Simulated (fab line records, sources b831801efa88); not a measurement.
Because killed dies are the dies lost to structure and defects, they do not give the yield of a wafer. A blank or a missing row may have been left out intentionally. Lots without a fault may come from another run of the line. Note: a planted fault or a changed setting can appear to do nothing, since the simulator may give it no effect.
A sampling plan put to the test ; flow sky130 ; one fab line, 17 faults that these records tell of, each judged on the records of the lots that it struck
The plan is the line's own looks: the steps of the route at which a gauge or an inspection reads the wafer and doesn't change it. Where struck wafers have a number at a look and the file lists that look's usual mean and standard deviation on fault-free wafers, the look can be judged. Caught: the struck wafers' mean, at a look after the fault's first step, is 4 or more of those standard deviations (sigma) away from the usual mean. On the tool: here the same test is run on the tool's own readings at the fault's steps. A different recipe on the struck wafers counts as caught too, as does a record blank only for those wafers.

## THE FAULTS, as the simulator had put them in
1. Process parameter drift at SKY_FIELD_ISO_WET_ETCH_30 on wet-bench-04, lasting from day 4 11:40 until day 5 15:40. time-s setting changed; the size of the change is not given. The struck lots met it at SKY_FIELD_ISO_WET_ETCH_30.
2. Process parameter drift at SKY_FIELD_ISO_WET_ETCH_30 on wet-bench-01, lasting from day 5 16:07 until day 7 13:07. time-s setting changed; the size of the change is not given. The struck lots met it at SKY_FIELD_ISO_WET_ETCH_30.
3. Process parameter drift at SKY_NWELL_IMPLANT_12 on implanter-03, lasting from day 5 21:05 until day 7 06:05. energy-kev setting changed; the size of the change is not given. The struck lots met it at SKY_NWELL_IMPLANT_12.
4. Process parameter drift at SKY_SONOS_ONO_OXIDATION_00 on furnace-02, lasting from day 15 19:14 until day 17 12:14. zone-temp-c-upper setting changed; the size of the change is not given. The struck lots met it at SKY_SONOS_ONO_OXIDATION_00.
5. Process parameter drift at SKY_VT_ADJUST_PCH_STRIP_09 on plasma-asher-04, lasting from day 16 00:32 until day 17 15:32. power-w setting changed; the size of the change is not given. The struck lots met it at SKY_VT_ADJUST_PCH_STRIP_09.
6. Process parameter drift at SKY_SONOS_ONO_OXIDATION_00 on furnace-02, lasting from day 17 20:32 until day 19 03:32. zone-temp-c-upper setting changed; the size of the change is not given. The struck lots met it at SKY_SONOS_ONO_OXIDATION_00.
7. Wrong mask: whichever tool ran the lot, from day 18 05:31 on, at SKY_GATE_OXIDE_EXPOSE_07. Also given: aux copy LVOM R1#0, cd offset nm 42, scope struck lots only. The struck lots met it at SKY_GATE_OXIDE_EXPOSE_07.
8. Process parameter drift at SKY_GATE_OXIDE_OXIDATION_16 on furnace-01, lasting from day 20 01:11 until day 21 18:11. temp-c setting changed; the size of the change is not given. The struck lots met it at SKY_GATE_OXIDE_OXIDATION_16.
9. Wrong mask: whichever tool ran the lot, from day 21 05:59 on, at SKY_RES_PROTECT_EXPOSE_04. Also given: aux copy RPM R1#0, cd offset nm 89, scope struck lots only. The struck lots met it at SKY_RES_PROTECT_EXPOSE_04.
10. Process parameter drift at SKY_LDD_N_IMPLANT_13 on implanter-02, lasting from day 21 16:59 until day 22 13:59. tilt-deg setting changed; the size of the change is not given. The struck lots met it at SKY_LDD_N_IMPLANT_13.
11. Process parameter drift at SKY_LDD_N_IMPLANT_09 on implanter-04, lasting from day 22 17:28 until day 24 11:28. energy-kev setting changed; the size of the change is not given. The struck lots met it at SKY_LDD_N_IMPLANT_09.
12. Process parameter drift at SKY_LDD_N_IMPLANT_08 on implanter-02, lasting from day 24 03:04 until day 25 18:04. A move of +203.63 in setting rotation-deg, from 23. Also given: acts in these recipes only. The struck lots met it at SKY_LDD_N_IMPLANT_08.
13. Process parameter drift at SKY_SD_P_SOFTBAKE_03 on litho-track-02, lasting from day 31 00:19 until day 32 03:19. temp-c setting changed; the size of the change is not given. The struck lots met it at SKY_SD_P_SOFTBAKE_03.
14. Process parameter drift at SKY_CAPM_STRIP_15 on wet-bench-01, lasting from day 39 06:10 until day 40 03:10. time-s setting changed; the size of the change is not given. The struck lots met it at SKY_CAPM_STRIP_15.
15. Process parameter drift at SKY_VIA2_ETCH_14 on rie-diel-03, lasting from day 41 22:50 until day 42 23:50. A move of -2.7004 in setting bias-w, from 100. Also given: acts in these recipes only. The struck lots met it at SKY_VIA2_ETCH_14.
16. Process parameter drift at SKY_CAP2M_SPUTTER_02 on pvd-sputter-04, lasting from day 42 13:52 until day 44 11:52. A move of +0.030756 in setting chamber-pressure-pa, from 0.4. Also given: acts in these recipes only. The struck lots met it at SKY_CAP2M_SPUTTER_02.
17. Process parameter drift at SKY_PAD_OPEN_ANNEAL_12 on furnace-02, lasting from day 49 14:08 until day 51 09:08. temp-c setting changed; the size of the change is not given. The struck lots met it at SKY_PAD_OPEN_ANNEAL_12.

## WHAT THE PLAN SAW
fault;on the tool itself;first look that catches it;reading, sigma;median hours from its first step to that look;hours from the fault's start to the first struck lot there;judged looks passed uncaught
1;run-length-s +12 sigma;none of the 2 looks that can be judged after it;-;-;-;2
2;run-length-s +8.5 sigma;not the one look that can be judged after it;-;-;-;1
3;beam-energy-keV -99 or beyond sigma;not the one look that can be judged after it;-;-;-;1
4;spike-tc-upper-C +31 sigma;no look after it can be judged;-;-;-;0
5;strip-time-to-endpoint-s +42 sigma;not the one look that can be judged after it;-;-;-;1
6;spike-tc-upper-C -30 sigma;no look after it can be judged;-;-;-;0
7;under 2 sigma;not the one look that can be judged after it;-;-;-;1
8;tube-center-temp-C -99 or beyond sigma;no look after it can be judged;-;-;-;0
9;no reading that can be judged;no look after it can be judged;-;-;-;0
10;tilt-deg -99 or beyond sigma;no look after it can be judged;-;-;-;0
11;beam-energy-keV -99 or beyond sigma;no look after it can be judged;-;-;-;0
12;rotation-deg +99 or beyond sigma;none of the 2 looks that can be judged after it;-;-;-;2
13;heater-power-total-W -69 sigma;none of the 2 looks that can be judged after it;-;-;-;2
14;run-length-s +13 sigma;no look after it can be judged;-;-;-;0
15;bias-w -9.4 sigma;no look after it can be judged;-;-;-;0
16;chamber-pressure-pa +37 sigma;no look after it can be judged;-;-;-;0
17;spike-tc-upper-C -45 sigma;no look after it can be judged;-;-;-;0
Dash: fault not caught, or number not given in these records.

Caught at a look: 0 of 17. Caught on the tool: 15 of 17. By one or the other: 15 of 17.
Faults caught by the tool alone: 1, 2, 3, 4, 5, 6, 8, 10, 11, 12, 13, 14, 15, 16, 17.
Caught by neither: faults 7, 9.
